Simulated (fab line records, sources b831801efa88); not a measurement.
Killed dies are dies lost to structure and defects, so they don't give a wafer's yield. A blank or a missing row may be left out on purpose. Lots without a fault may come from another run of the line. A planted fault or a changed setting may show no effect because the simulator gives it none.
A struck lot beside a sound one | flow sky130 | 17 steps out of a route of 708
Sound: wafers L878.2, L878.3, L878.5. Struck: wafers L891.2, L891.4, L891.5. The cause comes at the end.
At each step with rows: each side's tool, then ch and its chambers, then its first start. Under that, the readings that differ: sound wafers | struck wafers | difference of the means | sigmas: that difference in standard deviations of wafers without a fault.
alike: readings whose means differ by less than 2 such deviations, and words and numbers that are the same on both sides. not compared: withheld readings, readings that some wafer has no value for, bounds like >300 that may hide the same value, and numbers for which the record gives no deviation and whose values overlap.
The two part at a step that has a row with sigmas, a row that says differs or no value, or rows on one side only. Numbers that don't overlap but have no deviation are shown without sigmas and don't part them. A reading that every wafer of one side lacks parts them only if that side has two wafers or more.

SKY_LDD_HVP_TW_MEAS_10:
  sound on film_metro-03, day 23 16:47; struck on film_metro-04, day 27 14:20
  alike: LDD_HVP_TW
then, 7 steps without rows for these wafers: SKY_LDD_LDN_DEHYDRATE_00 (time 60 s); SKY_LDD_LDN_HMDS_01 (prime time 60 s); SKY_LDD_LDN_COAT_02 (resist thk 1140 nm); SKY_LDD_LDN_SOFTBAKE_03 (time 60 s); SKY_LDD_LDN_EXPOSE_04 (exposes mask LDNTM, target cd 700 nm); SKY_LDD_LDN_PEB_05; SKY_LDD_LDN_DEVELOP_06 (develop time 60 s).
SKY_LDD_LDN_OVL_MEAS_07:
  sound on overlay-01, day 24 22:18; struck on overlay-02, day 28 18:29
  alike: LDD_LDN_OVL
then, 3 steps without rows for these wafers: SKY_LDD_LDN_IMPLANT_08; SKY_LDD_LDN_IMPLANT_09; SKY_LDD_LDN_IMPLANT_10.
SKY_LDD_LDN_IMPLANT_11:
  sound on implanter-03 ch 0, day 24 22:48; struck on implanter-03 ch 0, day 28 19:18
SKY_LDD_LDN_STRIP_12: strips in O2/N2.
  sound on plasma_asher-02 ch 0,1, day 24 22:56; struck on plasma_asher-02 ch 0,1, day 28 19:25
  alike: drypump_motor_current_A, oes_product_au, strip_time_to_endpoint_s
  not compared: rf_hours_counter_h
SKY_LDD_LDN_TW_MEAS_13:
  sound on film_metro-04, day 24 23:02; struck on film_metro-04, day 28 19:32
  reading    | sound          | struck         | difference | sigmas
  LDD_LDN_TW | 1466 1469 1466 | 1590 1589 1584 | +121       | +9
then, 1 step without rows for these wafers: SKY_LDD_LDN_CLEAN_14 (cleans in SC1/SC2, time 150 s).
-- the record jumps here: 21 days lie between the struck wafers' starts before and after (it left off in module LDD_LDN and takes up again in module PAD_OPEN, whose first step shown is number 708 of the route) --
SKY_PAD_OPEN_PROBE_99:
  sound on prober-01, day 46 23:37; struck on prober-01, day 49 14:58
  reading                         | sound          | struck         | difference | sigmas
  killed_at_front_end             | 11 10 14       | 25 25 15       | +10        | +2
  killed_open                     | 36 37 46       | 58 57 48       | +15        | +2
  model.etest.tip_sonos.rs_ohm_sq | 2667 2725 2686 | 2380 2325 2321 | -351       |
  alike: killed_at_M0_to_M3, killed_at_M4_up, killed_at_contacts, killed_at_other, killed_dies, killed_short

WHERE THEY PART
First at SKY_LDD_LDN_TW_MEAS_13; last, within this record, at SKY_PAD_OPEN_PROBE_99.

WHY: what the simulator had put in
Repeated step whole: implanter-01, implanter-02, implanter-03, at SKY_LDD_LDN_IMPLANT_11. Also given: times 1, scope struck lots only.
